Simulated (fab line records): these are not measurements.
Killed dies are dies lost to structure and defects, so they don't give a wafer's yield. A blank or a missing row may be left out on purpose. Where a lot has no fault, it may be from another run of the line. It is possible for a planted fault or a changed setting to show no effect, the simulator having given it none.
A struck lot beside a sound one	flow sky130	15 steps out of a route of 708
Sound: these wafers, L428.1, L428.2, L428.6. Struck: wafer L433.2 (L433.3, L433.6, from the same lot, were not struck and are left out); the cause is given at the end.
Order at every step that has rows: each side's tool, ch and its chambers, its first start. Under that, the readings that differ: sound wafers	struck wafers	difference of the means	sigmas: that difference in standard deviations of wafers without a fault.
alike: same words and numbers on both sides, and readings whose means sit less than 2 such deviations apart. not compared: any withheld reading, any reading some wafer has no value for, any bound like >300 that may hide the same value, and any number with overlapping values for which the record gives no deviation.
Wherever a step has rows on one side only, a row that says differs or no value, or a row with sigmas, the two part there. When numbers do not overlap yet have no deviation, they are printed without sigmas and do not part them. A reading that every wafer of one side lacks parts them only if that side has two wafers or more.

first, 1 step without rows for these wafers: SKY_VT_ADJUST_HVTR_IMPLANT_09.
SKY_VT_ADJUST_HVTR_STRIP_10: strips in O2/N2.
  sound on plasma-asher-02 ch 0,1, day 10 00:51; struck on plasma-asher-01 ch 0, day 11 20:29
reading	sound	struck	difference	sigmas
strip-time-to-endpoint-s (s)	14.13 14.09 14.11	14.27	+0.16	+3
  alike: drypump-motor-current-A, oes-product-au
  not compared: rf-hours-counter-h
SKY_VT_ADJUST_HVTR_TW_MEAS_11:
  sound on film-metro-01 at day 10 00:57; struck on film-metro-03 at day 11 20:35
  alike: VT_ADJUST_HVTR_TW
then, 7 steps without rows for these wafers: SKY_VT_ADJUST_PCH_DEHYDRATE_00 (time 60 s); SKY_VT_ADJUST_PCH_HMDS_01 (prime time 60 s); SKY_VT_ADJUST_PCH_COAT_02 (resist thk 3000 nm); SKY_VT_ADJUST_PCH_SOFTBAKE_03; SKY_VT_ADJUST_PCH_EXPOSE_04 (exposes mask NWM, target cd 840 nm); SKY_VT_ADJUST_PCH_PEB_05; SKY_VT_ADJUST_PCH_DEVELOP_06 (develop time 60 s).
SKY_VT_ADJUST_PCH_OVL_MEAS_07:
  sound on overlay-02 at day 10 22:16; struck on overlay-01 at day 12 20:17
  alike: VT_ADJUST_PCH_OVL
next, for these wafers, 1 step has no rows: SKY_VT_ADJUST_PCH_IMPLANT_08.
SKY_VT_ADJUST_PCH_STRIP_09: strips in O2/N2.
  sound on plasma-asher-04 ch 0,1, day 10 22:27; struck on plasma-asher-01 ch 1, day 12 20:28
reading	sound	struck	difference	sigmas
oes-product-au (a.u.)	0.720 0.723 0.723	0.772	+0.050	+10
strip-time-to-endpoint-s (s)	36.96 37.16 37.02	33.72	-3.33	-30
  alike: drypump-motor-current-A
  not compared: rf-hours-counter-h
SKY_VT_ADJUST_PCH_TW_MEAS_10:
  sound on film-metro-01 at day 10 22:33; struck on film-metro-03 at day 12 20:34
reading	sound	struck	difference	sigmas
VT_ADJUST_PCH_TW	139.8 141.0 140.8	142.8	+2.3	+3
-- record jumps: 35 days separate the struck wafers' starts on either side; left off in module VT_ADJUST_PCH, taken up again in module PAD_OPEN, whose first shown step is the route's number 708 --
SKY_PAD_OPEN_PROBE_99:
  sound on prober-01 at day 45 18:46; struck on prober-02 at day 47 13:29
reading	sound	struck	difference	sigmas
killed_at_M0_to_M3	60 45 48	34	-17	-2
killed-open	64 48 53	40	-15	-2
  alike: killed_at_M4_up, killed-at-contacts, killed-at-front-end, killed-at-other, killed-dies, killed-short

== WHERE THEY PART ==
Earliest at SKY_VT_ADJUST_HVTR_STRIP_10; latest, in this record, at SKY_PAD_OPEN_PROBE_99.

WHY: whatever the simulator had introduced
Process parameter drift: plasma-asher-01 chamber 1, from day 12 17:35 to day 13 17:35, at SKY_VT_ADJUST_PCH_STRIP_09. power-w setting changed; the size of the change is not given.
